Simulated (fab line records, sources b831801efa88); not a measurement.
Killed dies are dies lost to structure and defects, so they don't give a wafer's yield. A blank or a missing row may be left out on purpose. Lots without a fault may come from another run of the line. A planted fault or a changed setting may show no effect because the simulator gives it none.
fab line records | flow sky130
record lots=5 wafers=15 last_day=50
route steps=708 shown LDD_HVN@270 LDD_HVP@278
lots that met no fault: from a run of the same line without faults
start_h: hours from the record's first day to the start of the lot's first wafer shown | wait_h: hours since the lot's step before | " the same as in the row above | L1.1+2: a row that stands for several wafers | - no value, or no start given | * or withheld: withheld | < > ~ a bound
route shown NAME@n: a module of which the file shows steps, and the number in the route of the first | usual: mean/standard deviation of fault-free wafers | same: alike in all rows | chamber/n: place in a boat | sites: the reading at each site | _std_site: their standard deviation | _edge_site: outer sites' mean less inner sites' | radius_mm: how far each site lies from the wafer's centre | mask NAME#n: copy n | behind: the tool/chamber that last shaped the wafer | hold: why the lot was held/for how many hours/how that ended | device: the transistor (n, p or np) that didn't switch | end of line: the same wafers' tests at the end of the route | a step without rows: its recipe alone | killed: dies lost to structure and defects at the first sort, not the wafer's yield | map: a wafer's dies, x killed, . not, _ none there
set.NAME: the setting as run; set.NAME@STEP: as run at that earlier step | model.NAME: the simulator's own value behind a step, which no gauge read
lots at some steps of the route; a table a step, a row a wafer
services: from which hour (start_h, from the record's first day; less than 0 if before it) a tool's chamber was out of use, for how many hours, and why
## steps
# step SKY_LDD_HVN_SOFTBAKE_03
# recipe temp_c=90 time_s=60 resist=NOVOLAK
# step SKY_LDD_HVN_EXPOSE_04
# recipe mask_id=HVNTM na=0.6 source_shape=conventional sigma_outer=0.6 polarization=unpolarized target_cd_nm=700 dose_mj=127
# step SKY_LDD_HVN_PEB_05
# recipe temp_c=withheld time_s=* resist=NOVOLAK
# step SKY_LDD_HVN_DEVELOP_06
# recipe resist=NOVOLAK developer=TMAH develop_time_s=60 dev_temp_c=23
# step SKY_LDD_HVN_OVL_MEAS_07
# usual LDD_HVN_OVL=1.4/1.3
# columns lot.wafer tool chamber start_h wait_h LDD_HVN_OVL[nm]
L661.1 overlay-01 - 490.36 0.1 1.6
L661.4 " - " " 0.9
L661.5 " - " " 1.2
L671.4 overlay-01 - 553.64 0.1 0.3
L671.5 " - " " 2.4
L671.6 " - " " 1.0
L674.2 overlay-01 - 583.66 0.1 4.3
L674.4 " - " " 2.1
L674.5 " - " " 3.6
L675.1 overlay-02 - 594.56 0.1 2.3
L675.4 " - " " 2.6
L675.6 " - " " 3.3
L679.4 overlay-02 - 631.92 0.1 2.5
L679.5 " - " " 2.0
L679.6 " - " " -1.3
# step SKY_LDD_HVN_IMPLANT_08
# recipe species=P energy_kev=60 dose_cm2=3e+13 tilt_deg=40
# step SKY_LDD_HVN_STRIP_09
# recipe chemistry=O2/N2 power_w=1400 pressure_mtorr=1500 platen_temp_c=withheld o2_flow_sccm=3000 n2_flow_sccm=300 overash_fraction=0.5
# usual chamber_pressure_mTorr=1500.0/1.3 drypump_motor_current_A=6.0/0.4 oes_product_au=0.407/0.0045 strip_time_to_endpoint_s=4.111/0.013
# columns lot.wafer tool chamber start_h wait_h chamber_pressure_mTorr drypump_motor_current_A oes_product_au rf_hours_counter_h strip_time_to_endpoint_s
L661.1 plasma_asher-04 0 490.54 0.1 1497.8 6.5 0.401 6 4.117
L661.4 " 1 " " 1500.8 6.0 0.403 - 4.103
L661.5 " 1 " " 1500.7 5.9 0.409 - 4.086
L671.4 plasma_asher-03 1 553.84 0.1 1497.8 5.5 0.404 - 4.112
L671.5 " 1 " " 1499.7 5.5 0.413 - 4.114
L671.6 " 0 " " 1498.6 6.5 0.400 - 4.073
L674.2 plasma_asher-04 1 583.84 0.1 1499.0 6.0 0.407 16 4.084
L674.4 " 0 " " 1499.3 6.5 0.403 - 4.099
L674.5 " 0 " " 1501.1 6.4 0.403 - 4.093
L675.1 plasma_asher-01 0 594.74 0.1 1501.0 5.5 0.409 88 4.100
L675.4 " 0 " " 1500.3 5.5 0.411 - 4.101
L675.6 " 1 " " 1501.6 5.9 0.405 - 4.108
L679.4 plasma_asher-04 1 632.13 0.1 1501.0 6.0 0.410 - 4.114
L679.5 " 1 " " 1499.2 6.0 0.411 - 4.128
L679.6 " 0 " " 1500.6 6.4 0.415 - 4.127
# step SKY_LDD_HVN_TW_MEAS_10
# usual LDD_HVN_TW=1448/16
# columns lot.wafer tool chamber start_h wait_h LDD_HVN_TW
L661.1 film_metro-04 - 490.64 0.1 1430
L661.4 " - " " 1427
L661.5 " - " " 1426
L671.4 film_metro-01 - 553.94 0.1 1452
L671.5 " - " " 1443
L671.6 " - " " 1447
L674.2 film_metro-02 - 583.95 0.1 1466
L674.4 " - " " 1457
L674.5 " - " " 1464
L675.1 film_metro-04 - 594.84 0.1 1406
L675.4 " - " " 1425
L675.6 " - " " 1414
L679.4 film_metro-01 - 632.22 0.1 1457
L679.5 " - " " 1453
L679.6 " - " " 1451
# step SKY_LDD_HVP_DEHYDRATE_00
# recipe temp_c=200 time_s=60
# step SKY_LDD_HVP_HMDS_01
# recipe prime_time_s=60 prime_temp_c=120
# step SKY_LDD_HVP_COAT_02
# recipe resist=NOVOLAK spin_rpm=3000 resist_thk_nm=300
# step SKY_LDD_HVP_SOFTBAKE_03
# recipe temp_c=90 time_s=60 resist=NOVOLAK
# step SKY_LDD_HVP_EXPOSE_04
# recipe mask_id=HVPTM na=0.6 source_shape=conventional sigma_outer=0.6 polarization=unpolarized target_cd_nm=700 dose_mj=86
# usual focus_offset_nm=0.0/0.49
# same na=0.6
# columns lot.wafer tool chamber start_h wait_h mask focus_offset_nm
L661.1 iline_stepper-01 0 505.54 - HVPTM#0 0.5
L661.4 " 0 " " HVPTM#0 0.3
L661.5 " 0 " " HVPTM#0 0.5
L671.4 iline_stepper-02 0 567.46 - HVPTM_R1#0 -0.6
L671.5 " 0 " " HVPTM_R1#0 -0.5
L671.6 " 0 " " HVPTM_R1#0 0.1
L674.2 iline_stepper-01 0 598.26 - HVPTM#0 0.0
L674.4 " 0 " " HVPTM#0 -1.1
L674.5 " 0 " " HVPTM#0 0.0
L675.1 iline_stepper-01 0 609.16 - HVPTM#0 0.9
L675.4 " 0 " " HVPTM#0 0.3
L675.6 " 0 " " HVPTM#0 0.2
L679.4 iline_stepper-02 0 646.30 - HVPTM#0 0.2
L679.5 " 0 " " HVPTM#0 -0.9
L679.6 " 0 " " HVPTM#0 -0.3
# step SKY_LDD_HVP_PEB_05
# recipe temp_c=withheld time_s=* resist=NOVOLAK
## services
# columns tool chamber start_h hours kind
plasma_asher-01 - 470.93 2.8 pm
plasma_asher-03 - 494.85 0.6 repair
iline_stepper-02 - 507.84 1.7 pm
iline_stepper-01 - 518.59 2.1 pm
iline_stepper-01 - 520.67 - consumable_replace:lamp
iline_stepper-02 0 533.30 - calibration
iline_stepper-01 0 571.44 - calibration
iline_stepper-02 - 594.58 4.4 pm
plasma_asher-04 - 595.26 1.8 repair
iline_stepper-01 - 600.35 4.4 pm
iline_stepper-02 - 607.95 4.7 repair
plasma_asher-04 - 614.38 3.8 repair
iline_stepper-01 - 620.77 1.1 repair
iline_stepper-01 - 645.42 1.7 pm
## key
first_sign step=SKY_LDD_HVP_EXPOSE_04 reading=mask direction=changed
effect none on later readings
met_at SKY_LDD_HVP_EXPOSE_04
struck_wafers L671.4,L671.5,L671.6
sort_left_out L671.4,L671.5,L671.6
tester_left_out L671
fault kind=wrong_mask tool=any chamber=- onset_h=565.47 steps=SKY_LDD_HVP_EXPOSE_04 aux_copy=HVPTM_R1#0 cd_offset_nm=-140 scope=struck_lots_only
# tester_left_out: of these lots the tester's yield and bins aren't shown, on N5 and GAA mostly nor the transistor test; their killed dies are dies lost to structure and defects alone, not to doping, threshold or leakage, so they don't give the yield
# sort_left_out: the simulated sort isn't trusted on such a fault, so these wafers' sort isn't shown, and their yield isn't known
